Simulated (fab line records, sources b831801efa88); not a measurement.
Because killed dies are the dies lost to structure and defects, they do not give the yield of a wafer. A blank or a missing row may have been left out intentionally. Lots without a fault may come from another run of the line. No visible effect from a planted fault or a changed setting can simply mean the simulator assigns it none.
Which tool is to blame? + flow sfqLine + 6 lots, 18 wafers sampled, at 1 step of a route of 325

WHAT THE GAUGES SHOWED, per wafer
SFQ_I1_BOW_MEAS_912.
| lot  | measured     | on           | I1_BOW (um) |
|------|--------------|--------------|-------------|
| L625 | day 19 00:31 | filmMetro-04 | 6 5 7       |
| L628 | day 20 22:03 | filmMetro-03 | 8 2 13      |
| L635 | day 23 10:47 | filmMetro-03 | -4 5 5      |
| L641 | day 25 17:19 | filmMetro-02 | 3 -12 -6    |
| L644 | day 33 05:59 | filmMetro-03 | -3 7 -4     |
| L646 | day 34 02:51 | filmMetro-03 | -9 -14 -6   |

TOOL THAT RAN EACH LOT (tool first, then ch and the chambers of the sampled wafers, then the start)
Record: no process step prior to these readings.

THE ANSWER, worked out from the rows above alone
Rule: the lots themselves supply what counts as usual. The widest of any qualifying gaps counts: lots, ordered by their means at a reading, are off when they make up no more than a third of the lots, leave a main group of 4 or more, and stand apart from it by 3 or more times the standard deviation of that group's means. Not used: any main group whose means are identical at the precision the tables above print for the reading. A lot without any number at a reading at which 4 lots or more have one is off too. Where the step has rows for the other lots, those lots are counted as sound.
No lot is off at any reading shown: from this, nothing can be told.

WHAT THE SIMULATOR HAD PUT IN
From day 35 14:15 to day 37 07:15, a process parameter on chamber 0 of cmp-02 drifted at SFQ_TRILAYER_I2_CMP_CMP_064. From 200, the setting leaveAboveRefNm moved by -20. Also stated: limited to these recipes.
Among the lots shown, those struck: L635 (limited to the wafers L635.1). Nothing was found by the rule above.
